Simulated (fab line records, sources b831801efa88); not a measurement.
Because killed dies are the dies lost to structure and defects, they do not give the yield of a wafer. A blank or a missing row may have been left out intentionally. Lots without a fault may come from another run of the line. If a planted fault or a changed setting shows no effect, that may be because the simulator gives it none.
Which tool was responsible? :: flow gf180mcu :: Sampling: 12 lots, 36 wafers, 3 of 602 route steps

## WHAT THE GAUGES SHOWED, per wafer
GF_MIM_RS_MEAS_10: uses a four-point probe to measure.
lot: L489
measured: day 24 11:42
on: film-metro-03
MIM_ALCU_RS (ohm/sq): 0.1576 0.1585 0.1609

lot: L490
measured: day 24 16:50
on: film-metro-01
MIM_ALCU_RS (ohm/sq): 0.1586 0.1590 0.1602

lot: L491
measured: day 25 04:57
on: film-metro-04
MIM_ALCU_RS (ohm/sq): 0.1626 0.1611 0.1598

lot: L492
measured: day 25 08:20
on: film-metro-01
MIM_ALCU_RS (ohm/sq): 0.1594 0.1603 0.1600

lot: L493
measured: day 25 18:00
on: film-metro-03
MIM_ALCU_RS (ohm/sq): 0.1591 0.1582 0.1577

lot: L500
measured: day 27 23:58
on: film-metro-04
MIM_ALCU_RS (ohm/sq): 0.1608 0.1604 0.1596

lot: L501
measured: day 28 05:19
on: film-metro-04
MIM_ALCU_RS (ohm/sq): 0.1602 0.1612 0.1591

lot: L505
measured: day 29 13:48
on: film-metro-03
MIM_ALCU_RS (ohm/sq): 0.1592 0.1585 0.1598

lot: L506
measured: day 29 15:37
on: film-metro-03
MIM_ALCU_RS (ohm/sq): 0.1597 0.1588 0.1592

lot: L509
measured: day 30 08:46
on: film-metro-01
MIM_ALCU_RS (ohm/sq): 0.1580 0.1592 0.1587

lot: L511
measured: day 31 01:10
on: film-metro-01
MIM_ALCU_RS (ohm/sq): 0.1601 0.1618 0.1629

lot: L512
measured: day 31 12:06
on: film-metro-01
MIM_ALCU_RS (ohm/sq): 0.1607 0.1611 0.1594

## WHAT TOOL EACH LOT RAN ON (gives the tool, then ch and the chambers of the sampled wafers, and finally the start)
lot: L489
GF_HV_LDD_CVD_56: lpcvd-01 ch 1, day 12 11:35
GF_MIM_SPUTTER_04: pvd-sputter-01, day 24 11:27

lot: L490
GF_HV_LDD_CVD_56: lpcvd-01 ch 1, day 12 15:07
GF_MIM_SPUTTER_04: pvd-sputter-01, day 24 16:35

lot: L491
GF_HV_LDD_CVD_56: lpcvd-01 ch 0, day 13 03:11
GF_MIM_SPUTTER_04: pvd-sputter-01, day 25 04:42

lot: L492
GF_HV_LDD_CVD_56: lpcvd-01 ch 1, day 13 06:38
GF_MIM_SPUTTER_04: pvd-sputter-01, day 25 08:05

lot: L493
GF_HV_LDD_CVD_56: lpcvd-02 ch 0, day 13 15:00
GF_MIM_SPUTTER_04: pvd-sputter-04, day 25 17:45

lot: L500
GF_HV_LDD_CVD_56: lpcvd-02 ch 0, day 15 23:56
GF_MIM_SPUTTER_04: pvd-sputter-01, day 27 23:44

lot: L501
GF_HV_LDD_CVD_56: lpcvd-02 ch 0, day 16 05:53
GF_MIM_SPUTTER_04: pvd-sputter-03, day 28 05:02

lot: L505
GF_HV_LDD_CVD_56: lpcvd-01 ch 0, day 17 18:23
GF_MIM_SPUTTER_04: pvd-sputter-01, day 29 13:31

lot: L506
GF_HV_LDD_CVD_56: lpcvd-01 ch 0, day 17 21:42
GF_MIM_SPUTTER_04: pvd-sputter-01, day 29 15:20

lot: L509
GF_HV_LDD_CVD_56: lpcvd-01 ch 0, day 18 18:35
GF_MIM_SPUTTER_04: pvd-sputter-04, day 30 08:31

lot: L511
GF_HV_LDD_CVD_56: lpcvd-01 ch 1, day 19 16:17
GF_MIM_SPUTTER_04: pvd-sputter-04, day 31 00:56

lot: L512
GF_HV_LDD_CVD_56: lpcvd-02 ch 0, day 20 08:03
GF_MIM_SPUTTER_04: pvd-sputter-01, day 31 11:51
- GF_HV_LDD_CVD_56: deposits Si3N4 from DCS/NH3, target thk 90 nm, time 1543 s.
- GF_MIM_SPUTTER_04: material TiN, target thk 50 nm, time 41.7 s.

## AS READ BY THE TOOLS THEMSELVES (means over the sampled wafers that have a number; for cases with no such wafer, the mark the record gives instead)
GF_MIM_SPUTTER_04.
lot: L489
tool: pvd-sputter-01
throttle-valve-pct (%): 29.7

lot: L490
tool: pvd-sputter-01
throttle-valve-pct (%): 29.8

lot: L491
tool: pvd-sputter-01
throttle-valve-pct (%): 29.8

lot: L492
tool: pvd-sputter-01
throttle-valve-pct (%): 30.8

lot: L493
tool: pvd-sputter-04
throttle-valve-pct (%): 30.2

lot: L500
tool: pvd-sputter-01
throttle-valve-pct (%): 30.9

lot: L501
tool: pvd-sputter-03
throttle-valve-pct (%): 29.3

lot: L505
tool: pvd-sputter-01
throttle-valve-pct (%): 30.4

lot: L506
tool: pvd-sputter-01
throttle-valve-pct (%): 29.8

lot: L509
tool: pvd-sputter-04
throttle-valve-pct (%): 29.6

lot: L511
tool: pvd-sputter-04
throttle-valve-pct (%): 30.0

lot: L512
tool: pvd-sputter-01
throttle-valve-pct (%): 29.7

## THE ANSWER, worked out from the rows above alone
Rule: what is usual is taken from the lots themselves. Put in order of their means at a reading, lots are off if they are a third of the lots or fewer, leave a main group of 4 or more, and stand apart from it by a gap of 3 or more times the standard deviation of the main group's means; of several such gaps the widest counts. If all means in a main group match to the digits the tables above print for the reading, that group is not used. Also off: a lot with no number at a reading for which 4 or more lots have one. The other lots that the step has rows for count as sound. Order of review: gauges by route order, followed by the tools' own readings, for which a lot's mean as printed above is used. At the first step where some lot is off, the reading lying furthest off is the one used; lots without a number count as furthest.
No lot is off on any of the readings shown, so nothing can be concluded from this.

## WHAT THE SIMULATOR HAD INSERTED
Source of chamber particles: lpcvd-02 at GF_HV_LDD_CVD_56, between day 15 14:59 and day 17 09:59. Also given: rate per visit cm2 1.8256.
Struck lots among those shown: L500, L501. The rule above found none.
